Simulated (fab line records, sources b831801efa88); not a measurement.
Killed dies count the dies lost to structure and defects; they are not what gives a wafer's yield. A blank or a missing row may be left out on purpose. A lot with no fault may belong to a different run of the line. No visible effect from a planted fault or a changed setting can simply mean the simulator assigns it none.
The tool behind it: which one?	flow gf180mcu	12 lots with 36 wafers sampled at 6 steps, on a route of 602 steps

WHAT EACH GAUGE READ, for each wafer
GF_HV_LDD_OVL_MEAS_47.
lot	measured	on	HV_LDD_03_OVL (nm)
L764	day 12 07:34	overlay-01	-0.4 -1.5 -0.9
L765	day 12 15:54	overlay-01	0.6 -0.2 -2.9
L766	day 13 02:25	overlay-01	-0.3 -0.2 -0.1
L767	day 13 06:37	overlay-02	0.9 0.9 0.6
L771	day 14 14:13	overlay-01	1.6 -1.3 -2.4
L774	day 15 16:31	overlay-01	0.4 0.3 1.5
L775	day 15 22:44	overlay-02	-0.4 1.7 -1.3
L777	day 16 22:46	overlay-01	-0.1 -0.9 0.4
L783	day 19 06:32	overlay-01	0.7 -0.8 0.9
L784	day 19 08:44	overlay-02	-0.8 0.3 -0.3
L786	day 19 16:47	overlay-02	-0.9 2.3 0.6
L787	day 20 05:32	overlay-02	-1.6 0.9 0.8

GF_NSD_OVL_MEAS_08.
lot	measured	on	NSD_OVL (nm)
L764	day 13 06:31	overlay-01	0.6 1.4 0.3
L765	day 13 14:33	overlay-02	1.8 0.6 0.4
L766	day 14 00:55	overlay-02	-1.5 -0.6 -1.6
L767	day 14 04:56	overlay-02	-2.9 -0.3 -0.1
L771	day 15 14:25	overlay-02	-0.7 1.1 2.2
L774	day 16 17:55	overlay-01	-0.2 -2.2 -2.0
L775	day 17 00:07	overlay-02	1.6 2.6 2.7
L777	day 18 02:15	overlay-01	0.9 0.1 -0.6
L783	day 20 09:34	overlay-01	-0.4 0.1 -0.2
L784	day 20 13:38	overlay-02	-1.8 1.5 2.0
L786	day 20 20:42	overlay-01	0.4 -0.6 0.4
L787	day 21 09:49	overlay-02	0.1 -1.4 2.2

GF_PSD_TW_MEAS_11.
lot	measured	on	PSD_TW
L764	day 14 02:26	film metro-04	3214 3211 3210
L765	day 14 11:22	film metro-03	3214 3228 3236
L766	day 14 22:41	film metro-01	3180 3165 3165
L767	day 15 02:06	film metro-04	3184 3203 3200
L771	day 16 12:35	film metro-04	3215 3210 3212
L774	day 17 17:43	film metro-03	2131 2124 2134 2120 2133 2136
L775	day 17 23:45	film metro-03	2130 2142 2133 2142 2121 2108
L777	day 19 03:30	film metro-04	2106 2103 2124 2108 2124 2132
L783	day 21 10:53	film metro-03	3243 3249 3242
L784	day 21 14:14	film metro-04	3211 3202 3222
L786	day 21 21:03	film metro-01	3167 3177 3172
L787	day 22 09:56	film metro-01	3175 3179 3178

TOOL THAT RAN EACH LOT (tool first, then ch and the chambers of the sampled wafers, then the start)
lot	GF_HV_LDD_STRIP_10	GF_PSD_IMPLANT_09	GF_PSD_STRIP_10
L764	plasma asher-03 ch 0,1, day 9 22:51	implanter-01 ch 0, day 14 02:12	plasma asher-02 ch 0,1, day 14 02:19
L765	plasma asher-01 ch 0,1, day 10 06:01	implanter-02 ch 0, day 14 11:09	plasma asher-04 ch 0,1, day 14 11:17
L766	plasma asher-01 ch 0,1, day 10 15:50	implanter-02 ch 0, day 14 22:26	plasma asher-02 ch 0,1, day 14 22:35
L767	plasma asher-02 ch 0,1, day 10 21:18	implanter-01 ch 0, day 15 01:51	plasma asher-01 ch 0,1, day 15 02:00
L771	plasma asher-01 ch 0,1, day 12 02:48	implanter-02 ch 0, day 16 12:22	plasma asher-04 ch 0,1, day 16 12:30
L774	plasma asher-03 ch 0,1, day 13 02:52	implanter-01 ch 0, day 17 17:28	plasma asher-01 ch 0,1, day 17 17:36
L775	plasma asher-03 ch 0,1, day 13 09:14	implanter-01 ch 0, day 17 23:31	plasma asher-04 ch 0,1, day 17 23:38
L777	plasma asher-02 ch 0,1, day 14 05:44	implanter-01 ch 0, day 19 03:15	plasma asher-01 ch 0,1, day 19 03:24
L783	plasma asher-02 ch 0,1, day 16 05:51	implanter-01 ch 0, day 21 10:38	plasma asher-04 ch 0,1, day 21 10:46
L784	plasma asher-03 ch 0,1, day 16 09:55	implanter-01 ch 0, day 21 14:01	plasma asher-01 ch 0,1, day 21 14:08
L786	plasma asher-03 ch 0,1, day 16 16:28	implanter-03 ch 0, day 21 20:48	plasma asher-02 ch 0, day 21 20:57
L787	plasma asher-03 ch 0,1, day 17 04:07	implanter-01 ch 0, day 22 09:41	plasma asher-04 ch 0,1, day 22 09:49
- GF_HV_LDD_STRIP_10: strips in O2/N2.
- GF_PSD_IMPLANT_09
- GF_PSD_STRIP_10: strips in O2/N2.

WHAT THE TOOLS THEMSELVES READ (means of the sampled wafers that have a number; where no wafer has one, the mark that the record gives instead)
GF_HV_LDD_STRIP_10.
lot	tool	drypump motor current A (A)	heater power w (W)	oes product au (a.u.)	strip time to endpoint s (s)
L764	plasma asher-03	6.3	375	0.713	12.66
L765	plasma asher-01	5.1	288	0.717	12.64
L766	plasma asher-01	5.1	287	0.716	12.68
L767	plasma asher-02	6.0	306	0.720	12.69
L771	plasma asher-01	5.4	281	0.718	12.66
L774	plasma asher-03	6.2	403	0.715	12.58
L775	plasma asher-03	6.2	406	0.716	12.63
L777	plasma asher-02	5.7	305	0.720	12.62
L783	plasma asher-02	6.0	311	0.716	12.59
L784	plasma asher-03	6.3	372	0.714	12.63
L786	plasma asher-03	6.3	377	0.714	12.62
L787	plasma asher-03	6.3	370	0.717	12.71

GF_PSD_IMPLANT_09.
lot	tool	beam energy keV	dose ions cm2	end station pressure torr (Torr)	faraday current uA
L764	implanter-01	39.989	1.5001e+15	1.21e-05	8282
L765	implanter-02	39.989	1.5019e+15	1.12e-05	8068
L766	implanter-02	39.998	1.5023e+15	1.22e-05	8295
L767	implanter-01	40.013	1.5002e+15	1.19e-05	8138
L771	implanter-02	40.004	1.4991e+15	1.17e-05	8375
L774	implanter-01	39.994	3.1000e+14	5.97e-06	1737
L775	implanter-01	40.000	3.1097e+14	6.33e-06	1726
L777	implanter-01	39.992	3.1127e+14	6.37e-06	1732
L783	implanter-01	40.007	1.4993e+15	1.13e-05	8385
L784	implanter-01	40.009	1.5011e+15	1.12e-05	8299
L786	implanter-03	39.998	1.5013e+15	1.17e-05	8208
L787	implanter-01	39.995	1.4991e+15	1.18e-05	8312

GF_PSD_STRIP_10.
lot	tool	drypump motor current A (A)	heater power w (W)	oes product au (a.u.)	strip time to endpoint s (s)
L764	plasma asher-02	6.0	313	0.592	16.55
L765	plasma asher-04	6.1	295	0.594	16.53
L766	plasma asher-02	5.7	303	0.592	16.54
L767	plasma asher-01	5.3	280	0.593	16.56
L771	plasma asher-04	5.8	290	0.594	16.54
L774	plasma asher-01	5.3	280	0.706	12.66
L775	plasma asher-04	5.8	288	0.707	12.65
L777	plasma asher-01	5.1	284	0.708	12.68
L783	plasma asher-04	6.1	291	0.595	16.52
L784	plasma asher-01	5.1	282	0.597	16.55
L786	plasma asher-02	6.2	316	0.594	16.50
L787	plasma asher-04	5.8	293	0.595	16.55

THE ANSWER, worked out from the rows above alone
Rule: usual is defined by the lots themselves. Put in order of their means at a reading, lots are off if they are a third of the lots or fewer, leave a main group of 4 or more, and stand apart from it by a gap of 3 or more times the standard deviation of the main group's means; of several such gaps the widest counts. The tables above print the reading to a certain number of digits; a main group whose means all agree to those digits is not used. A lot without any number at a reading at which 4 lots or more have one is off too. Any other lot the step has rows for is counted as sound. After the gauges, taken in route order, come the tools' own readings; for these a lot's mean is taken, as printed above. At the first step where some lot is off, the reading lying furthest off is the one used; lots without a number count as furthest.
Off: L774, L775, L777, at GF_PSD_TW_MEAS_11 (PSD_TW). For the main group the mean is 3202 and the standard deviation 24.
A tool fits if, at a process step before that reading, it ran every lot that is off, and no sound lot after the first of them. Not tried: the gauges at GF_PSD_TW_MEAS_11; whatever is off there is also off at GF_PSD_IMPLANT_09, on other tools, and gauge error can't account for it. Not one of the candidates tried fits.

WHAT THE SIMULATOR PUT IN
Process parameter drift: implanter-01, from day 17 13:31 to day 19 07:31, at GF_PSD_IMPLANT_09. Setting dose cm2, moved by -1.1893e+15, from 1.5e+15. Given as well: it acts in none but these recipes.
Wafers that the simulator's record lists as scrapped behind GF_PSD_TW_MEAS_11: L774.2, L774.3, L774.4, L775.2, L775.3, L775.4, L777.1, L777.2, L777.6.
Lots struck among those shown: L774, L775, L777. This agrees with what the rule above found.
